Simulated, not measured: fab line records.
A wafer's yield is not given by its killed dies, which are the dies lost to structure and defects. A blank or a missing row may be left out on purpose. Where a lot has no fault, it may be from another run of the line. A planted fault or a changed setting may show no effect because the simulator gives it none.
fab line records | flow sky130
[record] lots = 6 | wafers = 18 | last-day = 49
route steps=708 shown METAL1@434
lots that met no fault: from a run of the same line without faults
start-h: hours from the record's first day to the start of the lot's first wafer shown | wait-h: how many hours have passed since the lot's step before this one | " repeats the value in the row above | L1.1+2: several wafers, shown together as one row | - either no value or no given start | * or withheld: withheld | < > ~ a bound
route shown NAME@n: NAME is a module with steps in the file, n the number in the route of the first one | usual: average and standard deviation across the fault-free wafers | same: alike in all rows | chamber/n: place in a boat | sites: each site's reading | _std_site: their standard deviation | _edge_site: inner sites' mean taken away from outer sites' mean | radius-mm: how far each site lies from the wafer's centre | mask NAME#n: copy n | behind: the most recent tool/chamber to have shaped the wafer | hold: why the lot was held/for how many hours/how that ended | device: the transistor (n, p or np) that didn't switch | end of line: the tests these same wafers got at the end of their route | where a step has no rows: the recipe by itself | killed: the dies lost at the first sort to structure and to defects; this is not the yield of the wafer | map: dies across one wafer; x = killed, . = not, _ = none there
set.NAME: the setting that was run; set.NAME@STEP: the one run at that earlier step | model.NAME: the simulator's own value behind a step, which no gauge read
certain route steps with their lots: each step a table, each wafer a row
services: when a tool's chamber went out of use (start-h, in hours from the record's first day, below 0 if earlier), for how many hours, and the reason
[[steps]]
[step SKY_METAL1_SPUTTER_00]
[recipe] material = Ti | target-thk-nm = 15 | power-w = 3000 | time-s = 10 | chamber-pressure-pa = 0.4
[usual] throttle-valve-pct = 30.3/1.3
lot.wafer | tool           | chamber | start-h | wait-h | throttle-valve-pct
L578.1    | pvd-sputter-01 | -       | 744.48  | 0.1    | 29.4
L578.3    | "              | -       | "       | "      | 30.2
L578.6    | "              | -       | "       | "      | 30.5
L579.1    | pvd-sputter-01 | -       | 749.63  | 0.1    | 31.7
L579.2    | "              | -       | "       | "      | 29.1
L579.4    | "              | -       | "       | "      | 30.2
L580.2    | pvd-sputter-01 | -       | 758.27  | 0.2    | 29.2
L580.3    | "              | -       | "       | "      | 30.5
L580.5    | "              | -       | "       | "      | 31.6
L586.1    | pvd-sputter-02 | -       | 803.33  | 0.1    | 32.8
L586.2    | "              | -       | "       | "      | 29.3
L586.4    | "              | -       | "       | "      | 30.5
L590.1    | pvd-sputter-04 | -       | 837.18  | 0.1    | 30.0
L590.4    | "              | -       | "       | "      | 29.8
L590.5    | "              | -       | "       | "      | 28.3
L593.2    | pvd-sputter-02 | -       | 857.68  | 0.1    | 33.0
L593.3    | "              | -       | "       | "      | 31.7
L593.6    | "              | -       | "       | "      | 32.9
[step SKY_METAL1_SPUTTER_01]
[recipe] material = TiN | target-thk-nm = 20 | power-w = 6500 | time-s = 16.7 | chamber-pressure-pa = 0.4
[usual] throttle-valve-pct = 30.3/1.3
lot.wafer | tool           | chamber | start-h | wait-h | throttle-valve-pct
L578.1    | pvd-sputter-01 | -       | 744.50  | 0.0    | 29.2
L578.3    | "              | -       | "       | "      | 30.2
L578.6    | "              | -       | "       | "      | 30.6
L579.1    | pvd-sputter-01 | -       | 749.65  | 0.0    | 31.6
L579.2    | "              | -       | "       | "      | 29.3
L579.4    | "              | -       | "       | "      | 30.2
L580.2    | pvd-sputter-01 | -       | 758.29  | 0.0    | 29.3
L580.3    | "              | -       | "       | "      | 30.6
L580.5    | "              | -       | "       | "      | 31.9
L586.1    | pvd-sputter-02 | -       | 803.36  | 0.0    | 32.7
L586.2    | "              | -       | "       | "      | 29.3
L586.4    | "              | -       | "       | "      | 30.7
L590.1    | pvd-sputter-04 | -       | 837.20  | 0.0    | 30.1
L590.4    | "              | -       | "       | "      | 29.5
L590.5    | "              | -       | "       | "      | 28.5
L593.2    | pvd-sputter-02 | -       | 857.70  | 0.0    | 32.7
L593.3    | "              | -       | "       | "      | 31.6
L593.6    | "              | -       | "       | "      | 32.7
[step SKY_METAL1_SPUTTER_02]
[recipe] material = AlCu | target-thk-nm = 250 | power-w = 10600 | time-s = 13.3 | chamber-pressure-pa = 0.4
[usual] throttle-valve-pct = 30.3/1.3
lot.wafer | tool           | chamber | start-h | wait-h | throttle-valve-pct
L578.1    | pvd-sputter-01 | -       | 744.52  | 0.0    | 28.9
L578.3    | "              | -       | "       | "      | 30.4
L578.6    | "              | -       | "       | "      | 30.4
L579.1    | pvd-sputter-01 | -       | 749.67  | 0.0    | 31.8
L579.2    | "              | -       | "       | "      | 29.0
L579.4    | "              | -       | "       | "      | 30.4
L580.2    | pvd-sputter-01 | -       | 758.32  | 0.0    | 29.2
L580.3    | "              | -       | "       | "      | 30.2
L580.5    | "              | -       | "       | "      | 31.7
L586.1    | pvd-sputter-02 | -       | 803.38  | 0.0    | 32.7
L586.2    | "              | -       | "       | "      | 29.3
L586.4    | "              | -       | "       | "      | 30.4
L590.1    | pvd-sputter-04 | -       | 837.23  | 0.0    | 29.9
L590.4    | "              | -       | "       | "      | 29.9
L590.5    | "              | -       | "       | "      | 28.5
L593.2    | pvd-sputter-02 | -       | 857.72  | 0.0    | 32.8
L593.3    | "              | -       | "       | "      | 31.5
L593.6    | "              | -       | "       | "      | 32.7
[step SKY_METAL1_SPUTTER_03]
[recipe] material = Ti | target-thk-nm = 5 | power-w = 3000 | time-s = 3.3 | chamber-pressure-pa = 0.4
[usual] throttle-valve-pct = 30.3/1.3
lot.wafer | tool           | chamber | start-h | wait-h | throttle-valve-pct
L578.1    | pvd-sputter-01 | -       | 744.55  | 0.0    | 29.3
L578.3    | "              | -       | "       | "      | 30.4
L578.6    | "              | -       | "       | "      | 30.2
L579.1    | pvd-sputter-01 | -       | 749.70  | 0.0    | 32.0
L579.2    | "              | -       | "       | "      | 29.2
L579.4    | "              | -       | "       | "      | 30.3
L580.2    | pvd-sputter-01 | -       | 758.34  | 0.0    | 29.2
L580.3    | "              | -       | "       | "      | 30.2
L580.5    | "              | -       | "       | "      | 31.5
L586.1    | pvd-sputter-02 | -       | 803.41  | 0.0    | 32.6
L586.2    | "              | -       | "       | "      | 29.3
L586.4    | "              | -       | "       | "      | 30.4
L590.1    | pvd-sputter-04 | -       | 837.25  | 0.0    | 30.1
L590.4    | "              | -       | "       | "      | 29.5
L590.5    | "              | -       | "       | "      | 28.4
L593.2    | pvd-sputter-02 | -       | 857.75  | 0.0    | 33.0
L593.3    | "              | -       | "       | "      | 31.7
L593.6    | "              | -       | "       | "      | 32.9
[step SKY_METAL1_SPUTTER_04]
[recipe] material = TiN | target-thk-nm = 70 | power-w = 6500 | time-s = 58.3 | chamber-pressure-pa = 0.4
[usual] throttle-valve-pct = 30.3/1.3
lot.wafer | tool           | chamber | start-h | wait-h | throttle-valve-pct
L578.1    | pvd-sputter-01 | -       | 744.57  | 0.0    | 29.3
L578.3    | "              | -       | "       | "      | 30.2
L578.6    | "              | -       | "       | "      | 30.7
L579.1    | pvd-sputter-01 | -       | 749.72  | 0.0    | 32.3
L579.2    | "              | -       | "       | "      | 29.3
L579.4    | "              | -       | "       | "      | 30.0
L580.2    | pvd-sputter-01 | -       | 758.36  | 0.0    | 29.3
L580.3    | "              | -       | "       | "      | 30.8
L580.5    | "              | -       | "       | "      | 31.8
L586.1    | pvd-sputter-02 | -       | 803.43  | 0.0    | 32.8
L586.2    | "              | -       | "       | "      | 29.5
L586.4    | "              | -       | "       | "      | 30.4
L590.1    | pvd-sputter-04 | -       | 837.27  | 0.0    | 30.1
L590.4    | "              | -       | "       | "      | 29.6
L590.5    | "              | -       | "       | "      | 28.4
L593.2    | pvd-sputter-02 | -       | 857.77  | 0.0    | 32.9
L593.3    | "              | -       | "       | "      | 31.5
L593.6    | "              | -       | "       | "      | 33.1
[step SKY_METAL1_RS_MEAS_05]
[recipe] thk-meas-gauge = four-point-probe | reads = TiN_of_METAL1_SPUTTER_04+Ti_of_METAL1_SPUTTER_03+AlCu_of_METAL1_SPUTTER_02+TiN_of_METAL1_SPUTTER_01+Ti_of_METAL1_SPUTTER_00
[usual] METAL1_ALCU_RS = 0.1263/0.0014
lot.wafer | tool          | chamber | start-h | wait-h | METAL1_ALCU_RS[ohm/sq]
L578.1    | film-metro-04 | -       | 744.62  | 0.0    | 0.1263
L578.3    | "             | -       | "       | "      | 0.1258
L578.6    | "             | -       | "       | "      | 0.1264
L579.1    | film-metro-04 | -       | 749.77  | 0.0    | 0.1249
L579.2    | "             | -       | "       | "      | 0.1247
L579.4    | "             | -       | "       | "      | 0.1241
L580.2    | film-metro-02 | -       | 758.43  | 0.0    | 0.1262
L580.3    | "             | -       | "       | "      | 0.1284
L580.5    | "             | -       | "       | "      | 0.1274
L586.1    | film-metro-04 | -       | 803.47  | 0.0    | 0.1244
L586.2    | "             | -       | "       | "      | 0.1270
L586.4    | "             | -       | "       | "      | 0.1256
L590.1    | film-metro-02 | -       | 837.32  | 0.0    | 0.1272
L590.4    | "             | -       | "       | "      | 0.1254
L590.5    | "             | -       | "       | "      | 0.1284
L593.2    | film-metro-01 | -       | 857.84  | 0.0    | 0.1246
L593.3    | "             | -       | "       | "      | 0.1245
L593.6    | "             | -       | "       | "      | 0.1239
[step SKY_METAL1_THK_MEAS_06]
[recipe] thk-meas-gauge = xrf | reads = AlCu_of_METAL1_SPUTTER_02
[usual] METAL1_ALCU_THK = 245/3
lot.wafer | tool          | chamber | start-h | wait-h | METAL1_ALCU_THK[nm]
L578.1    | film-metro-04 | -       | 744.74  | 0.1    | 245
L578.3    | "             | -       | "       | "      | 245
L578.6    | "             | -       | "       | "      | 243
L579.1    | film-metro-04 | -       | 749.89  | 0.1    | 248
L579.2    | "             | -       | "       | "      | 246
L579.4    | "             | -       | "       | "      | 248
L580.2    | film-metro-02 | -       | 758.54  | 0.1    | 249
L580.3    | "             | -       | "       | "      | 245
L580.5    | "             | -       | "       | "      | 247
L586.1    | film-metro-04 | -       | 803.59  | 0.1    | 247
L586.2    | "             | -       | "       | "      | 243
L586.4    | "             | -       | "       | "      | 245
L590.1    | film-metro-02 | -       | 837.44  | 0.1    | 246
L590.4    | "             | -       | "       | "      | 250
L590.5    | "             | -       | "       | "      | 244
L593.2    | film-metro-01 | -       | 857.95  | 0.1    | 248
L593.3    | "             | -       | "       | "      | 247
L593.6    | "             | -       | "       | "      | 250
[step SKY_METAL1_DEHYDRATE_07]
[recipe] temp-c = 200 | time-s = 60
[step SKY_METAL1_HMDS_08]
[recipe] prime-time-s = 60 | prime-temp-c = 120
[step SKY_METAL1_COAT_09]
[recipe] resist = BARC | temp-c = withheld | time-s = withheld | spin-rpm = 3000 | resist-thk-nm = 60
[step SKY_METAL1_COAT_10]
[recipe] resist = KrF-thick | spin-rpm = 3000 | resist-thk-nm = 450
[step SKY_METAL1_SOFTBAKE_11]
[recipe] temp-c = 100 | time-s = 90 | resist = KrF-thick
[step SKY_METAL1_EXPOSE_12]
[recipe] mask-id = MM1 | na = 0.8 | source-shape = annular | sigma-inner = 0.55 | sigma-outer = 0.85 | target-cd-nm = 140 | dose-mj = 28
[usual] exposure-dose-mJ-cm2 = 27.93/0.03 | focus-offset-nm = 0.1/0.54
lot.wafer | tool           | chamber | start-h | wait-h | mask  | exposure-dose-mJ-cm2 | focus-offset-nm
L578.1    | krf-scanner-01 | 0       | 758.32  | -      | MM1#0 | 27.98                | -0.5
L578.3    | "              | 0       | "       | "      | MM1#0 | 27.99                | -0.6
L578.6    | "              | 0       | "       | "      | MM1#0 | 27.93                | 0.1
L579.1    | krf-scanner-01 | -       | 763.20  | -      | MM1#0 | -                    | -
L579.2    | "              | -       | "       | "      | MM1#0 | -                    | -
L579.4    | "              | -       | "       | "      | MM1#0 | -                    | -
L580.2    | krf-scanner-02 | -       | 772.25  | -      | MM1#0 | -                    | -
L580.3    | "              | -       | "       | "      | MM1#0 | -                    | -
L580.5    | "              | -       | "       | "      | MM1#0 | -                    | -
L586.1    | krf-scanner-02 | 0       | 816.75  | -      | MM1#0 | 27.92                | 0.3
L586.2    | "              | 0       | "       | "      | MM1#0 | 27.92                | 0.2
L586.4    | "              | 0       | "       | "      | MM1#0 | 27.94                | -0.7
L590.1    | krf-scanner-01 | 0       | 850.92  | -      | MM1#0 | 27.92                | -0.9
L590.4    | "              | 0       | "       | "      | MM1#0 | 27.91                | -0.1
L590.5    | "              | 0       | "       | "      | MM1#0 | 27.93                | -0.4
L593.2    | krf-scanner-02 | 0       | 870.87  | -      | MM1#0 | 27.91                | 0.2
L593.3    | "              | 0       | "       | "      | MM1#0 | 27.90                | 0.5
L593.6    | "              | 0       | "       | "      | MM1#0 | 27.93                | -0.1
[step SKY_METAL1_PEB_13]
[recipe] peb-temp-c = withheld | peb-time-s = withheld | resist = KrF-thick
[[services]]
tool           | chamber | start-h | hours | kind
krf-scanner-01 | -       | 729.48  | 0.8   | pm
krf-scanner-02 | 0       | 740.60  | -     | calibration
krf-scanner-01 | -       | 745.69  | 0.8   | repair
krf-scanner-02 | -       | 746.08  | 6.2   | repair
pvd-sputter-02 | -       | 776.67  | 4.0   | repair
krf-scanner-01 | -       | 779.57  | 7.2   | pm
krf-scanner-01 | 0       | 805.35  | -     | calibration
krf-scanner-02 | -       | 818.75  | 1.4   | repair
krf-scanner-01 | -       | 821.92  | 1.0   | pm
krf-scanner-02 | -       | 827.43  | 0.8   | pm
krf-scanner-01 | -       | 838.45  | 3.6   | pm
krf-scanner-02 | -       | 858.41  | 3.6   | pm
krf-scanner-02 | -       | 862.19  | 0.1   | repair
krf-scanner-02 | -       | 869.02  | 1.3   | pm
[[key]]
[first-sign] step = SKY_METAL1_EXPOSE_12 | reading = tool-record | direction = missing
effect none on later readings
met-at SKY_METAL1_EXPOSE_12
struck-wafers L579.1,L579.2,L579.4,L580.2,L580.3,L580.5
later-rows-left-out L579.1,L579.2,L579.4,L580.2,L580.3,L580.5
sort-left-out L579.1,L579.2,L579.4,L580.2,L580.3,L580.5
onset-between 758.32 763.20
[fault] kind = skipped-step-whole | tool = krf-scanner-01,krf-scanner-02 | chamber = - | onset-h = 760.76 | steps = SKY_METAL1_EXPOSE_12 | scope = struck-lots-only
// sort-left-out: the simulated sort isn't trusted on such a fault, so these wafers' sort isn't shown, and their yield isn't known
// later-rows-left-out: the simulator's readings of these wafers behind a module that went badly wrong aren't trusted and aren't shown, but for the sort
